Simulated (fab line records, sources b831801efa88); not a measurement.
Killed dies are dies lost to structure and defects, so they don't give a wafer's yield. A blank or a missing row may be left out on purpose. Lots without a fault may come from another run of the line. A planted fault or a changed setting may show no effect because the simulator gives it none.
fab line records | flow sky130
record lots=6 wafers=18 last_day=50
route steps=708 shown VT_ADJUST_LVTN@102 PAD_OPEN@708
lots that met no fault: from a run of the same line without faults
start_h: hours from the record's first day to the start of the lot's first wafer shown | wait_h: hours since the lot's step before | " the same as in the row above | L1.1+2: a row that stands for several wafers | - no value, or no start given | * or withheld: withheld | < > ~ a bound
route shown NAME@n: a module of which the file shows steps, and the number in the route of the first | usual: mean/standard deviation of fault-free wafers | same: alike in all rows | chamber/n: place in a boat | sites: the reading at each site | _std_site: their standard deviation | _edge_site: outer sites' mean less inner sites' | radius_mm: how far each site lies from the wafer's centre | mask NAME#n: copy n | behind: the tool/chamber that last shaped the wafer | hold: why the lot was held/for how many hours/how that ended | device: the transistor (n, p or np) that didn't switch | end of line: the same wafers' tests at the end of the route | a step without rows: its recipe alone | killed: dies lost to structure and defects at the first sort, not the wafer's yield | map: a wafer's dies, x killed, . not, _ none there
set.NAME: the setting as run; set.NAME@STEP: as run at that earlier step | model.NAME: the simulator's own value behind a step, which no gauge read
lots at some steps of the route; a table a step, a row a wafer
services: from which hour (start_h, from the record's first day; less than 0 if before it) a tool's chamber was out of use, for how many hours, and why
## steps
# step SKY_VT_ADJUST_LVTN_PEB_05
# recipe temp_c=115 time_s=withheld
# step SKY_VT_ADJUST_LVTN_DEVELOP_06
# recipe wall_angle_deg=90 developer=TMAH develop_time_s=60 dev_temp_c=23
# step SKY_VT_ADJUST_LVTN_OVL_MEAS_07
# usual VT_ADJUST_LVTN_OVL=-1.4/1.4
# columns lot.wafer tool chamber start_h wait_h VT_ADJUST_LVTN_OVL[nm]
L966.2 overlay-02 - 142.11 - -2.6
L966.4 " - " " -0.3
L966.5 " - " " -3.7
L969.3 overlay-02 - 158.14 - -0.1
L969.4 " - " " -1.5
L969.6 " - " " 1.2
L979.2 overlay-01 - 231.41 - -1.5
L979.4 " - " " -1.3
L979.5 " - " " -1.9
L982.4 overlay-02 - 247.89 - -1.2
L982.5 " - " " -1.2
L982.6 " - " " -1.5
L988.2 overlay-01 - 289.41 - -2.5
L988.3 " - " " -1.3
L988.4 " - " " -2.7
L989.1 overlay-01 - 295.55 - -0.4
L989.2 " - " " -1.4
L989.5 " - " " -1.4
# step SKY_VT_ADJUST_LVTN_IMPLANT_08
# recipe species=B energy_kev=30 dose_cm2=1.57e+12 tilt_deg=withheld
# step SKY_VT_ADJUST_LVTN_STRIP_09
# recipe chemistry=O2/N2 power_w=1400 pressure_mtorr=1500 platen_temp_c=withheld o2_flow_sccm=3000 n2_flow_sccm=300 overash_fraction=0.5
# usual drypump_motor_current_A=5.6/0.45 oes_product_au=0.722/0.0043 strip_time_to_endpoint_s=36.89/0.11
# same overash_fraction=0.5
# columns lot.wafer tool chamber start_h wait_h drypump_motor_current_A oes_product_au rf_hours_counter_h strip_time_to_endpoint_s
L966.2 plasma_asher-02 0 142.29 0.1 5.3 0.728 37 36.87
L966.4 " 0 " " 5.4 0.715 - 36.80
L966.5 " 1 " " 6.3 0.716 - 36.87
L969.3 plasma_asher-03 0 158.35 0.1 5.6 0.720 - 36.89
L969.4 " 1 " " 5.1 0.723 - 36.81
L969.6 " 1 " " 5.1 0.727 - 36.75
L979.2 plasma_asher-01 0 231.59 0.1 5.3 0.725 55 37.04
L979.4 " 1 " " 6.1 0.723 - 37.07
L979.5 " 0 " " 5.3 0.731 - 37.14
L982.4 plasma_asher-01 0 248.10 0.1 5.3 0.719 - 36.97
L982.5 " 1 " " 6.1 0.723 - 36.88
L982.6 " 0 " " 5.4 0.724 - 36.81
L988.2 plasma_asher-03 0 289.59 0.1 5.6 0.717 16 36.92
L988.3 " 0 " " 5.6 0.723 - 36.91
L988.4 " 1 " " 5.1 0.720 - 36.89
L989.1 plasma_asher-01 0 295.74 0.1 5.3 0.727 62 36.88
L989.2 " 1 " " 6.1 0.720 62 36.95
L989.5 " 1 " " 6.1 0.724 - 36.91
# step SKY_VT_ADJUST_LVTN_TW_MEAS_10
# usual VT_ADJUST_LVTN_TW=239/4.3
# columns lot.wafer tool chamber start_h wait_h VT_ADJUST_LVTN_TW
L966.2 film_metro-02 - 142.40 0.1 240
L966.4 " - " " 239
L966.5 " - " " 240
L969.3 film_metro-02 - 158.43 0.1 239
L969.4 " - " " 239
L969.6 " - " " 239
L979.2 film_metro-03 - 231.70 0.1 246
L979.4 " - " " 246
L979.5 " - " " 245
L982.4 film_metro-01 - 248.19 0.1 235
L982.5 " - " " 235
L982.6 " - " " 235
L988.2 film_metro-03 - 289.70 0.1 245
L988.3 " - " " 245
L988.4 " - " " 247
L989.1 film_metro-02 - 295.84 0.1 240
L989.2 " - " " 240
L989.5 " - " " 241
# step SKY_VT_ADJUST_LVTN_DEHYDRATE_11
# recipe temp_c=200 time_s=60
# step SKY_VT_ADJUST_LVTN_HMDS_12
# recipe prime_time_s=60 prime_temp_c=120
# step SKY_VT_ADJUST_LVTN_COAT_13
# recipe resist=NOVOLAK spin_rpm=3000 resist_thk_nm=1140
# step SKY_VT_ADJUST_LVTN_SOFTBAKE_14
# recipe temp_c=90 time_s=60 resist=NOVOLAK
# step SKY_VT_ADJUST_LVTN_EXPOSE_15
# recipe mask_id=HVN_STD_DERIVED na=0.6 source_shape=conventional sigma_outer=0.6 polarization=unpolarized target_cd_nm=600 dose_mj=163
# step SKY_VT_ADJUST_LVTN_PEB_16
# recipe temp_c=withheld time_s=* resist=NOVOLAK
# step SKY_VT_ADJUST_LVTN_DEVELOP_17
# recipe resist=NOVOLAK developer=TMAH develop_time_s=60 dev_temp_c=23
# usual developer_temp_C=23.02/0.11 resist_line_temp_C=23.03/0.1
# columns lot.wafer tool chamber start_h wait_h developer_temp_C resist_line_temp_C
L966.2 litho_track-03 0 161.70 0.1 23.12 23.03
L966.4 " 0 " " 23.00 22.84
L966.5 " 0 " " 23.11 23.03
L969.3 litho_track-03 0 177.82 0.1 23.14 23.20
L969.4 " 0 " " 23.21 23.10
L969.6 " 0 " " 23.10 23.01
L979.2 litho_track-03 0 255.04 0.1 25.20 23.10
L979.4 " 0 " " 25.44 23.03
L979.5 " 0 " " 25.47 23.03
L982.4 litho_track-03 0 272.34 0.1 25.25 22.89
L982.5 " 0 " " 25.36 22.97
L982.6 " 0 " " 25.22 22.99
L988.2 litho_track-01 0 314.58 0.1 22.93 23.04
L988.3 " 0 " " 23.13 22.90
L988.4 " 0 " " 23.10 22.90
L989.1 litho_track-02 0 320.48 0.1 23.23 23.20
L989.2 " 0 " " 23.07 22.95
L989.5 " 0 " " 23.14 23.20
# step SKY_VT_ADJUST_LVTN_OVL_MEAS_18
# usual VT_ADJUST_LVTN_01_OVL=0.1/1.1
# columns lot.wafer tool chamber start_h wait_h VT_ADJUST_LVTN_01_OVL[nm]
L966.2 overlay-01 - 161.83 0.1 -1.0
L966.4 " - " " -0.8
L966.5 " - " " 1.1
L969.3 overlay-01 - 177.93 0.1 -1.4
L969.4 " - " " 0.6
L969.6 " - " " 0.3
L979.2 overlay-02 - 255.18 0.1 -1.8
L979.4 " - " " -1.0
L979.5 " - " " 0.5
L982.4 overlay-02 - 272.44 0.1 -0.7
L982.5 " - " " 0.3
L982.6 " - " " 0.7
L988.2 overlay-02 - 314.71 0.1 0.5
L988.3 " - " " -1.3
L988.4 " - " " 0.0
L989.1 overlay-02 - 320.63 0.1 -2.3
L989.2 " - " " -0.6
L989.5 " - " " -0.9
# step SKY_PAD_OPEN_PROBE_99
# usual killed_at_M0_to_M3=43/7.1 killed_at_M4_up=3.2/1.7 killed_at_contacts=24/5.6 killed_at_front_end=16/5 killed_at_other=0.4/0.68 killed_dies=86/9.3 killed_open=47/7.1 killed_short=39/5.7
# same gross_dies=492 killed_at_back_side=0
# columns lot.wafer tool chamber start_h wait_h killed_at_M0_to_M3 killed_at_M4_up killed_at_contacts killed_at_front_end killed_at_other killed_dies killed_open killed_short
L966.2 prober-01 - 1073.31 0.1 46 3 17 20 1 87 50 37
L966.4 prober-01 - 1073.41 0.2 45 3 27 16 0 91 50 41
L966.5 prober-01 - 1073.46 0.2 41 0 30 9 0 80 46 34
L969.3 prober-02 - 1099.30 0.2 36 3 25 6 1 71 45 26
L969.4 prober-02 - 1099.35 0.2 35 7 30 7 1 80 42 38
L969.6 prober-02 - 1099.45 0.2 41 0 25 14 0 80 47 33
L982.4 prober-02 - 1169.24 0.2 49 4 25 20 0 98 48 50
L982.5 prober-02 - 1169.29 0.2 50 2 27 13 0 92 57 35
L982.6 prober-02 - 1169.34 0.2 47 2 23 18 0 90 49 41
# killed by level:class
L966.2 VIA1:geometric_particle:open=11 VIA2:geometric_particle:open=7 VIA1:geometric_particle:short=6 FIELD_ISO:geometric_particle:short=5 CONTACT:geometric_particle:open=5 VIA3:geometric_particle:open=5 FIELD_ISO:geometric_particle:open=4 POLY_GATE:geometric_particle:short=4
L966.4 VIA1:geometric_particle:open=13 CONTACT:geometric_particle:open=10 VIA1:geometric_particle:short=7 POLY_GATE:geometric_particle:short=6 CONTACT:geometric_particle:short=6 VIA3:geometric_particle:open=6 VIA2:geometric_particle:open=5 LI_CONTACT:geometric_particle:open=4
L966.5 VIA1:geometric_particle:open=14 CONTACT:geometric_particle:open=11 LI_CONTACT:geometric_particle:open=8 VIA1:geometric_particle:short=6 CONTACT:geometric_particle:short=6 METAL1:geometric_particle:short=5 METAL2:geometric_particle:short=4 POLY_GATE:geometric_particle:open=3
L969.3 LI_CONTACT:geometric_particle:open=12 CONTACT:geometric_particle:open=11 VIA3:geometric_particle:open=8 VIA1:geometric_particle:short=7 VIA1:geometric_particle:open=6 VIA2:geometric_particle:short=4 METAL1:geometric_particle:short=3 METAL4:geometric_particle:short=3
L969.4 CONTACT:geometric_particle:open=11 LI_CONTACT:geometric_particle:open=9 CONTACT:geometric_particle:short=7 VIA1:geometric_particle:open=6 METAL1:geometric_particle:short=6 VIA3:geometric_particle:open=6 VIA2:geometric_particle:short=4 METAL4:geometric_particle:short=4
L969.6 VIA1:geometric_particle:open=14 CONTACT:geometric_particle:open=12 FIELD_ISO:geometric_particle:short=8 VIA3:geometric_particle:open=7 LI_CONTACT:geometric_particle:open=5 VIA1:geometric_particle:short=5 VIA3:geometric_particle:short=4 FIELD_ISO:geometric_particle:open=3
L982.4 VIA1:geometric_particle:open=15 CONTACT:geometric_particle:open=8 METAL1:geometric_particle:short=8 VIA1:geometric_particle:short=8 FIELD_ISO:geometric_particle:short=7 CONTACT:geometric_particle:short=5 LI_CONTACT:geometric_particle:open=5 VIA2:geometric_particle:open=5
L982.5 CONTACT:geometric_particle:open=11 VIA2:geometric_particle:open=10 VIA3:geometric_particle:open=9 LI_CONTACT:geometric_particle:open=7 METAL1:geometric_particle:short=7 LOCAL_INTERCONNECT:geometric_particle:short=5 VIA1:geometric_particle:short=5 VIA1:geometric_particle:open=5
L982.6 LI_CONTACT:geometric_particle:open=8 VIA1:geometric_particle:open=8 VIA2:geometric_particle:short=7 POLY_GATE:geometric_particle:open=6 POLY_GATE:geometric_particle:short=6 CONTACT:geometric_particle:short=6 CONTACT:geometric_particle:open=6 VIA1:geometric_particle:short=6
## services
# columns tool chamber start_h hours kind
plasma_asher-02 - 246.71 0.5 repair
plasma_asher-03 - 261.78 2.6 repair
## key
first_sign step=SKY_VT_ADJUST_LVTN_DEVELOP_17 reading=developer_temp_C direction=up sigmas=20 usual=* struck=*
effect none on later readings
met_at SKY_VT_ADJUST_LVTN_DEVELOP_17
struck_wafers L979.2,L979.4,L979.5,L982.4,L982.5,L982.6
tester_left_out L979,L982
onset_between 177.82 255.04
fault kind=process_parameter_drift tool=litho_track-03 chamber=- onset_h=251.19 steps=SKY_VT_ADJUST_LVTN_DEVELOP_17 channel=dev_temp_c offset=* shape=step end_h=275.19 acts_in=* stated=*
# tester_left_out: of these lots the tester's yield and bins aren't shown, on N5 and GAA mostly nor the transistor test; their killed dies are dies lost to structure and defects alone, not to doping, threshold or leakage, so they don't give the yield
